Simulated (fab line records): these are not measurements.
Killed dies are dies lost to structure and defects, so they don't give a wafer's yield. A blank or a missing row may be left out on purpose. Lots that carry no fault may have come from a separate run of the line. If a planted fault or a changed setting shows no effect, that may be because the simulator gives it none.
Code-filled problem report in 8D (eight disciplines) form / flow gf180mcu / the parts of the form that need people (team, actions taken, sign-off) are left out

1. THE PROBLEM
M1_ALCU_RS at GF_M1_RS_MEAS_05 reads a mean of 0.0612 ohm/sq on 1 wafer of 1 lot; wafers without a fault read 0.0693 ohm/sq with a standard deviation of 0.00067. Measured from the usual mean, that is -12 standard deviations.
The step: measures by four-point-probe.
First observed at day 18 00:07: wafer L491.3, on film-metro-04. At this step, 36 wafers from 12 lots have a number in the record. By rule, "out" or "out of limits" means more than 4 standard deviations away from the usual mean. The other wafers with a number count as sound.

2. WHAT IT IS, AND WHAT IT ISN'T
question=which readings at this step | is=M1_ALCU_RS | is not=-
question=which lots | is=L491 | is not=L486, L487, L488, L489, L502, L503, L505, L506, L507, L508, L509
question=which wafers of those lots | is=L491.3 | is not=L491.2, L491.6
question=read on which gauges | is=film-metro-04 | is not=film-metro-01, film-metro-03
question=when | is=from day 18 00:07 | is not=up to then (14 sound wafers); but 21 sound wafers of L502, L503, L505, L506, L507, L508, L509 came after

3. THE SUSPECTS, EACH WITH WHAT RULES IT OUT
Counting: any tool at a process step up to the reading remains a suspect provided it ran every lot that is out. Sound lots after the first of them don't rule it out here, since some wafers of a struck lot are sound.
- the gauge at GF_M1_RS_MEAS_05: kept. All the wafers that are out were read on film-metro-04, and no step on other tools shows them out.
- pvd-sputter-02 at GF_M1_SPUTTER_00 (material Ti, target thk 37.5 nm, time 150 s): kept. The lot that is out, L491, ran on it at day 17 23:53; the last sound lot it ran before that was L489, at day 17 07:32.
- pvd-sputter-02 at GF_M1_SPUTTER_02 (material AlCu, target thk 450 nm, time 23.9 s): kept. The lot that is out, L491, ran on it at day 18 00:01; the last sound lot it ran before that was L489, at day 17 07:40.
Still standing after the count: pvd-sputter-02 at GF_M1_SPUTTER_00, pvd-sputter-02 at GF_M1_SPUTTER_02, film-metro-04 at GF_M1_RS_MEAS_05.

4. THE CAUSE (what the simulator had put in)
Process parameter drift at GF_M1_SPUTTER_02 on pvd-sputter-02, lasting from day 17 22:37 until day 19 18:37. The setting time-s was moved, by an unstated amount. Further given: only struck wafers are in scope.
This tool is one of the 3 suspects left after counting.

5. THE CHAIN OF EFFECTS, in route order
Each row: a reading whose mean over the struck wafers that have a number lies more than 3 standard deviations from the usual. Scope: only readings with a usual standard deviation given in the record; hours: median across lots of the time from each lot's start at the first step in this table that gives one to its start at this step; sigmas: change in usual standard deviations.
hours=0; step=GF_M1_RS_MEAS_05; reading=M1_ALCU_RS; usual=0.0693 ohm/sq; on struck wafers=0.0612; change=-0.0081; sigmas=-12
hours=5; step=GF_M1_THK_MEAS_06; reading=M1_ALCU_THK; usual=454 nm; on struck wafers=517; change=+63; sigmas=+13
Later steps that measure or inspect, where all struck wafers having a row at the step show a number for every such reading and not one has moved that far: GF_M2_CD_MEAS_14.

6. WHAT WOULD HAVE CAUGHT IT SOONER
The first out-of-limits reading at a measuring or inspecting step in this record came at day 18 00:07, 2 hours after the fault's start at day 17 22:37.
Of the tool readings at GF_M1_SPUTTER_02 for which the record gives a usual standard deviation, none was out on any struck wafer, so an alarm limit of 4 standard deviations on them would not have fired.
All the lots that are out (1) had begun GF_M1_SPUTTER_02 on pvd-sputter-02 by day 18 00:07. Holding the tool at that point would not have protected any of them.
